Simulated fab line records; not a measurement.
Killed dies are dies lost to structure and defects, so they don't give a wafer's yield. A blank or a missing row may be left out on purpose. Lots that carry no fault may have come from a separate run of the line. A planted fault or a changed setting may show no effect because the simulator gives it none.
A struck lot beside a sound one    flow sfq-line    42 out of 325 route steps
Sound: the wafers L120.3, L120.4, L120.6. Wafers L134.2, L134.4, L134.5 were the ones struck. At the end, the cause is stated.
At each step with rows: each side's tool, then ch and its chambers, then its first start. Under that, the readings that differ: sound wafers    struck wafers    difference of the means    sigmas: that difference in standard deviations of wafers without a fault.
alike: readings with means less than 2 such deviations apart, plus words and numbers identical on both sides. not compared: withheld readings, readings lacking a value on some wafer, bounds such as >300 that could conceal the same value, and numbers that have no deviation in the record and whose values overlap.
A row with sigmas, a row that says differs or no value, or rows on one side alone: a step with any of these is where the two part. When numbers do not overlap yet have no deviation, they are printed without sigmas and do not part them. A reading that every wafer of one side lacks parts them only if that side has two wafers or more.

first, 2 steps without rows for these wafers: SFQ_TRILAYER_M7_DEP_PRE_CLEAN_176 (time 22.5 s); SFQ_TRILAYER_M7_DEP_SPUTTER_175 (material Nb, target thk 200 nm, time 127.5 s).
SFQ_M7_RS_MEAS_943: a four-point-probe measurement.
  struck on film-metro-01, day 82 18:11; sound on film-metro-03, day 78 05:16
  alike: M7_NB_RS
then, 6 steps without rows for these wafers: SFQ_TRILAYER_M7_LITHO_COAT_182 (resist thk 62 nm); SFQ_TRILAYER_M7_LITHO_COAT_177 (resist thk 600 nm); SFQ_TRILAYER_M7_LITHO_SOFTBAKE_181; SFQ_TRILAYER_M7_LITHO_EXPOSE_178 (exposes mask M7, target cd 500 nm); SFQ_TRILAYER_M7_LITHO_PEB_180 (peb time 60 s); SFQ_TRILAYER_M7_LITHO_DEVELOP_179 (time 60 s).
-- the record jumps here: 4 days lie between the struck wafers' starts before and after --
SFQ_M7_OVL_MEAS_945:
  struck on overlay-01, day 86 16:47; sound on overlay-02, day 82 09:56
  alike: M7_OVL
SFQ_TRILAYER_M7_BARC_OPEN_METAL_ETCH_229: etches BARC in O2, target depth 125 nm, time 41.7 s.
  sound on rie-metal-04 ch 0,1, day 82 09:59; struck on rie-metal-04 ch 0,1, day 86 16:49
  alike: bias-w, chamber-pressure-mTorr, drypump-motor-current-A, he-backside-leak-sccm, oes-product-au
  not compared: rf-hours-counter-h
SFQ_TRILAYER_M7_ETCH_METAL_ETCH_180: etches Nb in Cl2/Ar, stops on SiO2, target depth 240 nm, time 120 s.
  sound on rie-metal-04 ch 0,1, day 82 10:04; struck on rie-metal-04 ch 0,1, day 86 16:53
  no value came back on the struck wafers for any of 5 readings (bias-w (W), chamber-pressure-mTorr (mTorr) and others); on the sound wafers bias-w (W) reads 80.00 80.07 80.26
reading                                              sound              struck             difference  sigmas
model.KrF_of_TRILAYER_M7_LITHO_COAT_177.thk-nm (nm)  382.8 378.1 376.6  522.6 521.4 523.3  +143.3      
  not compared: rf-hours-counter-h
SFQ_TRILAYER_M7_STRIP_STRIP_181: strips in O2.
  sound on rie-metal-04 ch 0,1, day 82 10:20; struck on rie-metal-04 ch 0,1, day 86 17:01
  alike: drypump-motor-current-A, he-backside-leak-sccm, oes-product-au
  not compared: rf-hours-counter-h
then, 2 steps without rows for these wafers: SFQ_TRILAYER_M7_STRIP_SOLV_CLEAN_182 (cleans in NMP, time 600 s); SFQ_TRILAYER_I7_DEP_PECVD_183 (deposits SiO2 from SiH4/N2O, time 111.11 s, target thk 500 nm).
SFQ_TRILAYER_I7_CMP_CMP_184: polishes SiO2.
  sound on cmp-02 ch 1,2,3, day 82 11:59; struck on cmp-02 ch 0,1,3, day 86 17:52
  alike: motor-current-A, time-to-endpoint-s
SFQ_I7_BOW_MEAS_946:
  struck on film-metro-04, day 86 20:53; sound on film-metro-02, day 82 14:02
  alike: I7_BOW
then, 7 steps without rows for these wafers: SFQ_TRILAYER_I7_METRO_MEASURE_185; SFQ_TRILAYER_I7_VIA_LITHO_COAT_192 (resist thk 62 nm); SFQ_TRILAYER_I7_VIA_LITHO_COAT_187 (resist thk 650 nm); SFQ_TRILAYER_I7_VIA_LITHO_SOFTBAKE_191; SFQ_TRILAYER_I7_VIA_LITHO_EXPOSE_188 (exposes mask I7, target cd 1000 nm); SFQ_TRILAYER_I7_VIA_LITHO_PEB_190 (peb time 60 s); SFQ_TRILAYER_I7_VIA_LITHO_DEVELOP_189 (time 60 s).
-- the record jumps here: 4 days lie between the struck wafers' starts before and after --
SFQ_I7_OVL_MEAS_947:
  struck on overlay-01, day 90 17:50; sound on overlay-01, day 86 14:24
  alike: I7_OVL
SFQ_TRILAYER_I7_VIA_BARC_OPEN_VIA_ETCH_260: etches BARC in O2, target depth 125 nm, time 41.7 s.
  sound on rie-diel-03 ch 0,1, day 86 14:25; struck on rie-diel-03 ch 0,2,3, day 90 17:52
  alike: bias-w, chamber-pressure-mTorr, drypump-motor-current-A, oes-product-au
  not compared: rf-hours-counter-h
then, 1 step without rows for these wafers: SFQ_TRILAYER_I7_VIA_ETCH_VIA_ETCH_190 (etches SiO2 in CHF3, stops on Nb, target depth 260 nm).
SFQ_TRILAYER_I7_VIA_STRIP_STRIP_191: strips in O2.
  sound on rie-metal-04 ch 0,1, day 86 14:47; struck on rie-metal-04 ch 1, day 90 18:01
  alike: drypump-motor-current-A, he-backside-leak-sccm, oes-product-au
  not compared: rf-hours-counter-h
then, 8 steps without rows for these wafers: SFQ_TRILAYER_I7_VIA_STRIP_SOLV_CLEAN_192 (cleans in NMP, time 600 s); SFQ_TRILAYER_M8_LITHO_LOR_COAT_197; SFQ_TRILAYER_M8_LITHO_LOR_BAKE_198; SFQ_TRILAYER_M8_LITHO_COAT_193 (resist thk 600 nm); SFQ_TRILAYER_M8_LITHO_SOFTBAKE_199; SFQ_TRILAYER_M8_LITHO_EXPOSE_194 (exposes mask M8, target cd 2000 nm); SFQ_TRILAYER_M8_LITHO_PEB_196 (peb time 60 s); SFQ_TRILAYER_M8_LITHO_DEVELOP_195 (img clear 15 s, time 55 s).
-- the record jumps here: 4 days lie between the struck wafers' starts before and after --
SFQ_M8_OVL_MEAS_948:
  struck on overlay-01, day 94 17:27; sound on overlay-02, day 86 23:02
  alike: M8_OVL
then, 3 steps without rows for these wafers: SFQ_TRILAYER_M8_DEP_EVAP_197 (material Ti, target thk 20 nm, time 100 s); SFQ_TRILAYER_M8_DEP_EVAP_198 (material Pt, target thk 50 nm, time 250 s); SFQ_TRILAYER_M8_DEP_EVAP_196 (material Au, target thk 180 nm, time 900 s).
SFQ_M8_RS_MEAS_949: a four-point-probe measurement.
  struck on film-metro-04, day 94 18:14; sound on film-metro-04, day 86 23:51
  alike: M8_AU_RS
SFQ_M8_BOW_MEAS_951:
  struck on film-metro-03, day 94 18:36; sound on film-metro-03, day 87 00:13
reading                        sound     struck  difference  sigmas
model.etest.m7.comb-log10-ohm  12 12 12  0 0 0   -12         
  alike: M8_BOW

== WHERE THEY PART ==
At SFQ_TRILAYER_M7_ETCH_METAL_ETCH_180 and nowhere else, as far as this record goes. Later steps at which nothing parts them and some readings are alike: SFQ_TRILAYER_M7_STRIP_STRIP_181, SFQ_TRILAYER_I7_CMP_CMP_184, SFQ_I7_BOW_MEAS_946, SFQ_I7_OVL_MEAS_947, SFQ_TRILAYER_I7_VIA_BARC_OPEN_VIA_ETCH_260, SFQ_TRILAYER_I7_VIA_STRIP_STRIP_191, SFQ_M8_OVL_MEAS_948, SFQ_M8_RS_MEAS_949, SFQ_M8_BOW_MEAS_951.

WHY: whatever the simulator had introduced
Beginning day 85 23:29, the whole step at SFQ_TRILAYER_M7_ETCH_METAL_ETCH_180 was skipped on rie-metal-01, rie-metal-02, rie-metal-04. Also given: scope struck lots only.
